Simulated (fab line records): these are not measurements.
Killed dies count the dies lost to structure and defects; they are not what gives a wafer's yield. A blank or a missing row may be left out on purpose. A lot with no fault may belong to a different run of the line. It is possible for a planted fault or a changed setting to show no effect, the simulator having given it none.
fab line records    flow sky130
[record] lots = 11  wafers = 33  lastDay = 50
route steps=708 shown POLY_CUT@317 SD_N@356 SD_P@359 RES_XHIGH@360 LI_CONTACT@363 PAD_OPEN@708
lots that met no fault: taken from a fault-free run of the same line
startH: start of the lot's first displayed wafer, in hours after the record's first day    waitH: hours elapsed since this lot's preceding step    " the same as in the row above    L1.1+2: one row covering several wafers at once    - value missing, or start not given    * or withheld: withheld    < > ~ a bound
route shown NAME@n: NAME is a module with steps in the file, n the number in the route of the first one    usual: mean/standard deviation of fault-free wafers    same: alike in all rows    chamber/n: place in a boat    sites: readings site by site    _std_site: the standard deviation of these    _edge_site: inner sites' mean taken away from outer sites' mean    radiusMm: for every site, how far away it sits from the centre of the wafer    mask NAME#n: copy n    behind: the tool/chamber that last shaped the wafer    hold: why the lot was held/for how many hours/how that ended    device: names the non-switching transistor (n, p or np)    end of line: the route-end tests of the same wafers    a step without rows: its recipe alone    killed: not the wafer's yield, but the dies lost to structure and defects at the first sort    map: a wafer's dies, marking killed ones x, the rest . and places with no die _
set.NAME: the setting as run; set.NAME@STEP: as run at that earlier step    model.NAME: the simulator's own value behind a step, which no gauge read
a sample of lots followed through the steps of the route, with each step as a table and each wafer as a row
services: when a tool's chamber went out of use (startH, in hours from the record's first day, below 0 if earlier), for how many hours, and the reason
[[steps]]
[step SKY_POLY_CUT_ETCH_10]
[recipe] chemistry = N2/H2  target = BARC  ionEnergyEv = 200  sourceW = 500  biasW = 100  pressureMtorr = 30  n2FlowSccm = 100  h2FlowSccm = 200  stopOn = SiO2  timeS = 45.9  targetDepthA = 600
[usual] drypumpMotorCurrentA = 5.7/0.44  oesProductAu = 0.855/0.0049  throttleValvePct = 13.225/0.01
lot.wafer  tool        chamber  startH  waitH  drypumpMotorCurrentA  oesProductAu  rfHoursCounterH  throttleValvePct
L209.3     rieDiel-03  1        578.94  0.0    5.0                   0.858         5                13.219
L209.4     "           0        "       "      5.3                   0.851         8                13.208
L209.5     "           0        "       "      5.3                   0.855         -                13.231
L213.2     rieDiel-03  3        608.36  0.0    6.0                   0.859         7                13.237
L213.3     "           1        "       "      5.1                   0.852         6                13.235
L213.4     "           2        "       "      5.5                   0.859         14               13.227
L214.1     rieDiel-02  1        609.91  0.0    5.2                   0.860         2                13.245
L214.3     "           3        "       "      5.2                   0.862         29               13.226
L214.6     "           3        "       "      5.2                   0.858         -                13.233
L215.2     rieDiel-01  2        621.72  0.0    5.8                   0.854         0                13.226
L215.5     "           0        "       "      6.2                   0.856         -                13.230
L215.6     "           3        "       "      5.8                   0.854         -                13.217
L216.1     rieDiel-02  3        625.54  0.0    5.2                   0.856         29               13.223
L216.4     "           1        "       "      5.3                   0.855         2                13.224
L216.6     "           3        "       "      5.2                   0.848         -                13.219
L217.1     rieDiel-01  3        639.19  0.0    5.8                   0.845         65               13.219
L217.5     "           3        "       "      5.8                   0.855         -                13.225
L217.6     "           0        "       "      6.2                   0.851         -                13.215
L218.2     rieDiel-02  3        645.46  0.0    5.2                   0.861         30               13.219
L218.3     "           2        "       "      5.5                   0.856         11               13.227
L218.5     "           1        "       "      5.3                   0.858         -                13.235
L224.3     rieDiel-02  3        686.44  0.0    5.2                   0.857         31               13.251
L224.4     "           3        "       "      5.2                   0.855         -                13.225
L224.6     "           1        "       "      5.3                   0.864         -                13.220
L225.1     rieDiel-02  1        700.81  0.0    5.3                   0.860         3                13.212
L225.3     "           0        "       "      6.6                   0.861         19               13.224
L225.6     "           0        "       "      6.5                   0.854         -                13.214
L229.2     rieDiel-01  0        722.12  0.0    6.2                   0.859         8                13.213
L229.5     "           1        "       "      5.8                   0.852         -                13.220
L229.6     "           2        "       "      5.8                   0.859         -                13.226
L231.3     rieDiel-01  0        743.44  0.0    6.2                   0.853         9                13.224
L231.4     "           1        "       "      5.8                   0.854         21               13.219
L231.5     "           0        "       "      6.2                   0.858         -                13.230
[step SKY_SD_N_RTA_14]
[recipe] tempC = 1075  timeS = 2  idleTempC = 650  rampUpCPerS = 150  rampDownCPerS = 90  ambient = N2
[usual] chamberO2Ppm = 2.003/0.02  lampPowerPct = 15.73/0.053  rampDownCPerS = 90.001/0.017  rampUpCPerS = 149.99/0.027  wafer_temp_C_max = 1078.0/1.5
lot.wafer  tool          chamber  startH  waitH  chamberO2Ppm  lampPowerPct  rampDownCPerS  rampUpCPerS  wafer_temp_C_max
L209.3     rtpAnneal-01  0        666.62  0.0    1.999         15.72         89.977         149.97       1078.5
L209.4     "             0        "       "      2.036         15.74         89.984         149.93       1078.6
L209.5     "             0        "       "      2.025         15.65         90.011         149.97       1077.8
L213.2     rtpAnneal-01  0        693.59  0.0    1.989         15.75         89.995         149.98       1077.9
L213.3     "             0        "       "      2.002         15.76         89.946         149.99       1076.3
L213.4     "             0        "       "      1.992         15.77         90.027         149.97       1075.8
L214.1     rtpAnneal-02  0        695.43  0.0    1.999         15.71         89.989         150.03       1082.3
L214.3     "             0        "       "      2.021         15.66         89.993         149.97       1077.0
L214.6     "             0        "       "      1.993         15.77         90.012         149.98       1077.9
L215.2     rtpAnneal-01  0        706.34  0.0    1.998         15.66         89.995         149.95       1078.7
L215.5     "             0        "       "      2.014         15.75         89.990         149.93       1077.0
L215.6     "             0        "       "      2.024         15.66         90.031         150.04       1077.6
L216.1     rtpAnneal-02  0        711.09  0.0    1.986         15.70         90.011         149.96       1078.5
L216.4     "             0        "       "      2.030         15.68         90.004         149.98       1080.6
L216.6     "             0        "       "      2.005         15.68         89.992         149.99       1078.8
L217.1     rtpAnneal-01  0        724.37  0.0    2.024         15.72         89.998         150.00       1078.0
L217.5     "             0        "       "      2.000         15.82         89.995         149.98       1078.2
L217.6     "             0        "       "      2.012         15.72         90.006         149.99       1082.7
L218.2     rtpAnneal-02  0        729.74  0.0    1.995         15.78         90.021         149.99       1076.6
L218.3     "             0        "       "      2.010         15.79         90.027         150.01       1076.7
L218.5     "             0        "       "      2.013         15.80         90.003         150.00       1078.6
L224.3     rtpAnneal-02  0        770.00  0.0    1.990         15.01         90.032         149.95       1076.7
L224.4     "             0        "       "      2.005         14.91         90.023         150.02       1081.0
L224.6     "             0        "       "      1.954         15.00         89.976         150.00       1077.8
L225.1     rtpAnneal-02  0        784.53  0.0    2.034         14.93         89.999         150.00       1077.6
L225.3     "             0        "       "      2.012         14.90         89.994         149.97       1079.7
L225.6     "             0        "       "      2.052         15.08         89.981         150.01       1077.5
L229.2     rtpAnneal-01  0        804.55  0.0    2.035         15.77         89.982         150.02       1078.9
L229.5     "             0        "       "      2.012         15.75         90.019         150.00       1076.6
L229.6     "             0        "       "      1.982         15.73         89.989         149.97       1074.7
L231.3     rtpAnneal-01  0        823.47  0.0    1.991         15.71         90.010         150.00       1079.8
L231.4     "             0        "       "      1.988         15.62         90.008         150.02       1077.3
L231.5     "             0        "       "      1.995         15.63         90.024         149.98       1077.9
[step SKY_SD_N_RS_MEAS_16]
[recipe] thkMeasGauge = four-point-probe
[usual] SD_N_RS = 68.61/0.12
lot.wafer  tool          chamber  startH  waitH  SD_N_RS[ohm/sq]
L209.3     filmMetro-02  -        666.81  0.1    68.69
L209.4     "             -        "       "      68.55
L209.5     "             -        "       "      68.67
L213.2     filmMetro-02  -        693.77  0.1    68.75
L213.3     "             -        "       "      68.68
L213.4     "             -        "       "      68.73
L214.1     filmMetro-02  -        695.60  0.1    68.78
L214.3     "             -        "       "      68.60
L214.6     "             -        "       "      68.76
L215.2     filmMetro-03  -        706.52  0.1    68.57
L215.5     "             -        "       "      68.42
L215.6     "             -        "       "      68.64
L216.1     filmMetro-02  -        711.27  0.1    68.68
L216.4     "             -        "       "      68.63
L216.6     "             -        "       "      68.76
L217.1     filmMetro-02  -        724.55  0.1    68.79
L217.5     "             -        "       "      68.84
L217.6     "             -        "       "      68.78
L218.2     filmMetro-02  -        729.92  0.1    68.63
L218.3     "             -        "       "      68.38
L218.5     "             -        "       "      68.65
L224.3     filmMetro-01  -        770.20  0.1    72.01
L224.4     "             -        "       "      72.00
L224.6     "             -        "       "      72.14
L225.1     filmMetro-02  -        784.70  0.1    72.09
L225.3     "             -        "       "      72.00
L225.6     "             -        "       "      72.18
L229.2     filmMetro-02  -        804.74  0.1    68.75
L229.5     "             -        "       "      68.66
L229.6     "             -        "       "      68.78
L231.3     filmMetro-02  -        823.70  0.1    68.69
L231.4     "             -        "       "      68.57
L231.5     "             -        "       "      68.71
[step SKY_SD_N_RS_MEAS_17]
[recipe] thkMeasGauge = four-point-probe
[usual] SD_P_RS = 147.1/0.39
lot.wafer  tool          chamber  startH  waitH  SD_P_RS[ohm/sq]
L209.3     filmMetro-02  -        666.93  0.1    147.2
L209.4     "             -        "       "      146.8
L209.5     "             -        "       "      147.1
L213.2     filmMetro-02  -        693.89  0.1    148.0
L213.3     "             -        "       "      148.1
L213.4     "             -        "       "      147.9
L214.1     filmMetro-02  -        695.72  0.1    147.3
L214.3     "             -        "       "      147.1
L214.6     "             -        "       "      147.1
L215.2     filmMetro-03  -        706.64  0.1    147.1
L215.5     "             -        "       "      147.1
L215.6     "             -        "       "      146.9
L216.1     filmMetro-02  -        711.39  0.1    147.3
L216.4     "             -        "       "      146.7
L216.6     "             -        "       "      147.4
L217.1     filmMetro-02  -        724.67  0.1    147.3
L217.5     "             -        "       "      147.7
L217.6     "             -        "       "      147.7
L218.2     filmMetro-02  -        730.04  0.1    147.1
L218.3     "             -        "       "      146.7
L218.5     "             -        "       "      146.8
L224.3     filmMetro-01  -        770.32  0.1    167.5
L224.4     "             -        "       "      167.3
L224.6     "             -        "       "      167.2
L225.1     filmMetro-02  -        784.82  0.1    166.9
L225.3     "             -        "       "      166.8
L225.6     "             -        "       "      167.4
L229.2     filmMetro-02  -        804.86  0.1    147.3
L229.5     "             -        "       "      146.9
L229.6     "             -        "       "      147.4
L231.3     filmMetro-02  -        823.82  0.1    147.3
L231.4     "             -        "       "      146.7
L231.5     "             -        "       "      147.1
[step SKY_SD_N_RS_MEAS_18]
[recipe] thkMeasGauge = four-point-probe
[usual] RES_XHIGH_RS = 333.6/1.1
lot.wafer  tool          chamber  startH  waitH  RES_XHIGH_RS[ohm/sq]
L209.3     filmMetro-02  -        667.05  0.1    334.8
L209.4     "             -        "       "      334.8
L209.5     "             -        "       "      334.2
L213.2     filmMetro-02  -        694.01  0.1    333.8
L213.3     "             -        "       "      334.9
L213.4     "             -        "       "      333.3
L214.1     filmMetro-02  -        695.84  0.1    334.2
L214.3     "             -        "       "      335.0
L214.6     "             -        "       "      334.5
L215.2     filmMetro-03  -        706.76  0.1    334.6
L215.5     "             -        "       "      334.9
L215.6     "             -        "       "      333.3
L216.1     filmMetro-02  -        711.51  0.1    332.3
L216.4     "             -        "       "      331.1
L216.6     "             -        "       "      332.3
L217.1     filmMetro-02  -        724.79  0.1    333.7
L217.5     "             -        "       "      333.8
L217.6     "             -        "       "      333.8
L218.2     filmMetro-02  -        730.16  0.1    334.2
L218.3     "             -        "       "      335.4
L218.5     "             -        "       "      334.8
L224.3     filmMetro-01  -        770.44  0.1    335.2
L224.4     "             -        "       "      334.9
L224.6     "             -        "       "      335.8
L225.1     filmMetro-02  -        784.94  0.1    335.1
L225.3     "             -        "       "      336.4
L225.6     "             -        "       "      335.4
L229.2     filmMetro-02  -        804.98  0.1    332.7
L229.5     "             -        "       "      332.2
L229.6     "             -        "       "      332.2
L231.3     filmMetro-02  -        823.94  0.1    333.6
L231.4     "             -        "       "      334.0
L231.5     "             -        "       "      335.3
[step SKY_LI_CONTACT_THK_MEAS_01]
[recipe] reads = PSG_of_LI_CONTACT_HDPCVD_00
[usual] LI_CONTACT_HDPCVD_THK = 927/11
lot.wafer  tool          chamber  startH  waitH  LI_CONTACT_HDPCVD_THK[nm]
L209.3     filmMetro-02  -        667.27  0.1    946
L209.4     "             -        "       "      914
L209.5     "             -        "       "      921
L213.2     filmMetro-01  -        694.24  0.1    919
L213.3     "             -        "       "      906
L213.4     "             -        "       "      912
L214.1     filmMetro-01  -        696.08  0.1    937
L214.3     "             -        "       "      944
L214.6     "             -        "       "      927
L215.2     filmMetro-03  -        706.99  0.1    928
L215.5     "             -        "       "      942
L215.6     "             -        "       "      917
L216.1     filmMetro-03  -        711.75  0.1    932
L216.4     "             -        "       "      945
L216.6     "             -        "       "      936
L217.1     filmMetro-01  -        725.03  0.1    940
L217.5     "             -        "       "      945
L217.6     "             -        "       "      936
L218.2     filmMetro-03  -        730.40  0.1    924
L218.3     "             -        "       "      930
L218.5     "             -        "       "      919
L224.3     filmMetro-03  -        770.66  0.1    919
L224.4     "             -        "       "      915
L224.6     "             -        "       "      941
L225.1     filmMetro-01  -        785.19  0.1    905
L225.3     "             -        "       "      915
L225.6     "             -        "       "      901
L229.2     filmMetro-01  -        805.21  0.1    930
L229.5     "             -        "       "      931
L229.6     "             -        "       "      933
L231.3     filmMetro-01  -        824.16  0.1    918
L231.4     "             -        "       "      929
L231.5     "             -        "       "      912
[step SKY_PAD_OPEN_PROBE_99]
[usual] killed_at_M0_to_M3 = 43/7  killed_at_M4_up = 3.1/1.9  killedAtContacts = 25/6.1  killedAtFrontEnd = 15/4.5  killedAtOther = 0.3/0.55  killedDies = 87/8.9  killedOpen = 47/6.4  killedShort = 40/6.6
[same] grossDies = 492  killedAtBackSide = 0
lot.wafer  tool       chamber  startH   waitH  killed_at_M0_to_M3  killed_at_M4_up  killedAtContacts  killedAtFrontEnd  killedAtOther  killedDies  killedOpen  killedShort
L229.2     prober-02  -        1187.98  0.1    35                  4                22                11                0              72          36          36
L229.5     prober-02  -        1188.13  0.2    44                  2                21                13                0              80          44          36
L229.6     prober-02  -        1188.18  0.2    42                  4                20                12                0              78          43          35
// killed by level:class
L229.2 CONTACT:geometricParticle:open=9 VIA1:geometricParticle:open=8 VIA2:geometricParticle:open=8 METAL1:geometricParticle:short=7 LI_CONTACT:geometricParticle:open=5 METAL3:geometricParticle:short=5 FIELD_ISO:geometricParticle:short=4 METAL4:geometricParticle:short=4
L229.5 VIA2:geometricParticle:open=10 CONTACT:geometricParticle:open=9 VIA1:geometricParticle:open=7 CONTACT:geometricParticle:short=6 VIA1:geometricParticle:short=6 VIA3:geometricParticle:open=6 METAL1:geometricParticle:short=4 METAL2:geometricParticle:short=4
L229.6 VIA1:geometricParticle:short=9 CONTACT:geometricParticle:open=7 VIA1:geometricParticle:open=7 VIA2:geometricParticle:open=6 VIA3:geometricParticle:open=6 FIELD_ISO:geometricParticle:open=5 LI_CONTACT:geometricParticle:open=5 LOCAL_INTERCONNECT:geometricParticle:short=4
[[services]]
tool        chamber  startH  hours  kind
rieDiel-01  2        598.78  -      clean
rieDiel-01  2        598.78  15.7   scheduledDown
rieDiel-01  2        598.78  15.7   ventCycle
rieDiel-02  -        631.89  0.5    repair
rieDiel-02  1        648.00  7.1    repair
rieDiel-03  1        650.87  10.9   repair
rieDiel-01  3        651.72  -      clean
rieDiel-01  3        651.72  22.6   scheduledDown
rieDiel-01  3        651.72  22.6   ventCycle
rieDiel-02  1        669.45  9.1    repair
rieDiel-01  0        669.76  5.2    repair
rieDiel-02  2        682.18  26.2   repair
rieDiel-01  1        683.42  1.3    repair
rieDiel-02  2        759.63  2.4    repair
rieDiel-01  0        765.25  10.4   repair
rieDiel-01  -        766.00  28.1   pm
rieDiel-03  1        804.36  7.5    repair
rieDiel-02  3        806.22  -      clean
rieDiel-02  3        806.22  16.9   scheduledDown
rieDiel-02  3        806.22  16.9   ventCycle
rieDiel-01  -        816.37  1.9    repair
[[key]]
[firstSign] step = SKY_SD_N_RTA_14  reading = lampPowerPct  direction = down  sigmas = 14  usual = 15.73  struck = 14.97
[effect] step = SKY_SD_N_RS_MEAS_16  reading = SD_N_RS  direction = up  sigmas = 30  usual = 68.61  struck = 72.07
[effect] step = SKY_SD_N_RS_MEAS_17  reading = SD_P_RS  direction = up  sigmas = 52  usual = 147.1  struck = 167.2
[effect] step = SKY_SD_N_RS_MEAS_18  reading = RES_XHIGH_RS  direction = up  sigmas = 1.7  usual = 333.6  struck = 335.5
metAt SKY_SD_N_RTA_14
struckLots L224,L225
testerLeftOut L224,L225
notActingAt SKY_POLY_CUT_ETCH_10,SKY_SD_N_RS_MEAS_18,SKY_LI_CONTACT_THK_MEAS_01
onsetBetween 729.74 770.00
[fault] kind = processParameterDrift  tool = rtpAnneal-02  chamber = -  onsetH = 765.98  steps = SKY_SD_N_RTA_14  channel = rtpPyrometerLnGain  offset = 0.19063  shape = step  endH = 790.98
// testerLeftOut: of these lots the tester's yield and bins aren't shown, on N5 and GAA mostly nor the transistor test; their killed dies are dies lost to structure and defects alone, not to doping, threshold or leakage, so they don't give the yield
